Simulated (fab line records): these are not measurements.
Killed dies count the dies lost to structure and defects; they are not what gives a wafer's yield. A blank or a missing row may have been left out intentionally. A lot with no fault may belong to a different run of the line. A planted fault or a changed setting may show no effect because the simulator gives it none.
Which tool did it? ; flow sky130 ; 30 wafers sampled from 10 lots at 1 step of a route of 708

== WHAT THE GAUGES SHOWED, per wafer ==
SKY_METAL4_OVL_MEAS_14.
lot;measured;on;METAL4_OVL (nm)
L368;day 41 09:56;overlay-02;0 -3 -6
L372;day 43 00:55;overlay-02;2 5 0
L376;day 44 06:13;overlay-02;-11 -4 -11
L381;day 45 11:06;overlay-01;-8 0 1
L383;day 45 21:21;overlay-02;-6 -3 -2
L385;day 46 11:22;overlay-02;-12 -6 -12
L388;day 47 05:44;overlay-02;-4 -1 -5
L389;day 47 08:37;overlay-02;1 -2 -1
L391;day 48 09:57;overlay-02;-1 -3 -5
L390;day 48 13:11;overlay-01;-3 1 6

== WHAT TOOL EACH LOT RAN ON (gives the tool, then ch and the chambers of the sampled wafers, and finally the start) ==
The record holds no process step before these readings.

== THE ANSWER, worked out from the rows above alone ==
Rule: the lots themselves supply what counts as usual. The widest of any qualifying gaps counts: lots, ordered by their means at a reading, are off when they make up no more than a third of the lots, leave a main group of 4 or more, and stand apart from it by 3 or more times the standard deviation of that group's means. A main group whose means are all the same, to the digits that the tables above print for the reading, isn't used. Also off: a lot with no number at a reading for which 4 or more lots have one. The other lots that the step has rows for count as sound.
No lot is off on any of the readings shown, so nothing can be concluded from this.

== WHAT HAD BEEN PUT IN BY THE SIMULATOR ==
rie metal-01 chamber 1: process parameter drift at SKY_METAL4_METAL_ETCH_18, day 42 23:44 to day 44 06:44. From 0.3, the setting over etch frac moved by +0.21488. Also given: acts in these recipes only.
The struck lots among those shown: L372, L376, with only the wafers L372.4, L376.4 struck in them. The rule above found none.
